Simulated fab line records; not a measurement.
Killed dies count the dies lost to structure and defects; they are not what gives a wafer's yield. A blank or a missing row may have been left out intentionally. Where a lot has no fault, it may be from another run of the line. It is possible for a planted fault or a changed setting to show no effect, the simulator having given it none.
Which tool was responsible?	flow gf180mcu	Sampling: 14 lots, 42 wafers, 2 of 602 route steps

== WHAT THE GAUGES SHOWED, per wafer ==
GF_STI_THK_MEAS_30. Usual: STI_OXIDATION_02_THK typically reads 10.05 nm, with standard deviation 0.14.
lot	measured	on	STI_OXIDATION_02_THK (nm)	flag
L571	day 2 12:41	film_metro-03	9.93 9.90 10.04	
L572	day 2 18:55	film_metro-01	9.92 10.01 10.13	
L574	day 3 03:20	film_metro-01	10.15 10.21 10.47	
L576	day 3 13:12	film_metro-04	10.02 10.03 10.09	
L577	day 3 18:13	film_metro-01	10.13 10.11 10.10	
L578	day 3 23:43	film_metro-03	10.22 9.89 9.93	
L580	day 4 10:55	film_metro-03	10.14 10.13 10.11	
L581	day 4 15:58	film_metro-03	10.01 9.90 9.85	
L582	day 4 20:17	film_metro-03	10.24 10.27 10.07	
L583	day 5 00:35	film_metro-01	9.96 9.88 9.76	
L587	day 6 06:50	film_metro-01	10.04 10.07 9.94	
L588	day 6 13:55	film_metro-03	9.87 10.02 10.18	
L590	day 6 16:35	film_metro-01	10.20 10.24 10.12	
L593	day 7 06:11	film_metro-01	10.05 10.12 10.02	

GF_LVPWELL_OVL_MEAS_07. Usual: LVPWELL_OVL typically reads -0.2 nm, with standard deviation 1.3.
lot	measured	on	LVPWELL_OVL (nm)	flag
L571	day 4 04:07	overlay-02	0.0 1.3 0.0	
L572	day 4 10:16	overlay-01	-0.7 -2.2 -1.9	
L574	day 4 20:22	overlay-01	-1.2 -1.4 -0.7	
L576	day 5 07:03	overlay-01	0.6 -0.3 -0.7	
L577	day 5 12:14	overlay-02	-0.1 -1.1 -0.2	
L578	day 5 17:11	overlay-02	-1.4 -0.3 -1.4	
L580	day 6 05:37	overlay-02	1.4 0.1 1.0	
L581	day 6 10:54	overlay-01	0.9 1.4 2.0	
L582	day 6 14:03	overlay-02	2.7 0.0 0.4	
L583	day 6 19:04	overlay-02	-1.9 -1.9 -0.9	
L587	day 8 04:40	overlay-01	0.2 1.5 0.3	
L588	day 8 14:23	overlay-01	1.7 2.5 3.1	
L590	day 8 17:07	overlay-01	-0.8 -1.8 -0.7	
L593	day 9 08:00	overlay-01	0.0 -2.2 -0.9	

== EACH LOT AND THE TOOL THAT RAN IT (in order: tool; ch and the chambers of the sampled wafers; start) ==
The record shows no process step preceding these readings.

== WHAT THE TOOLS THEMSELVES READ (means of the sampled wafers that have a number; where no wafer has one, the mark that the record gives instead) ==
The record holds no such reading with a usual standard deviation.

== THE ANSWER, worked out from the rows above alone ==
Rule: a lot counts as off when the mean over its wafers that have a number is more than 3 standard deviations away from the usual mean. Also off: a lot with no number at a reading for which 4 or more lots have one. The other lots that the step has rows for count as sound. The gauges are gone through in route order, then the tools' own readings, and for those a lot's mean is taken as printed above. The first step at which some lot is off is used, and at that step the reading that is off furthest; a lot without a number counts as furthest.
Nothing can be told from this: no lot is off at any reading shown.

== WHAT THE SIMULATOR PUT IN ==
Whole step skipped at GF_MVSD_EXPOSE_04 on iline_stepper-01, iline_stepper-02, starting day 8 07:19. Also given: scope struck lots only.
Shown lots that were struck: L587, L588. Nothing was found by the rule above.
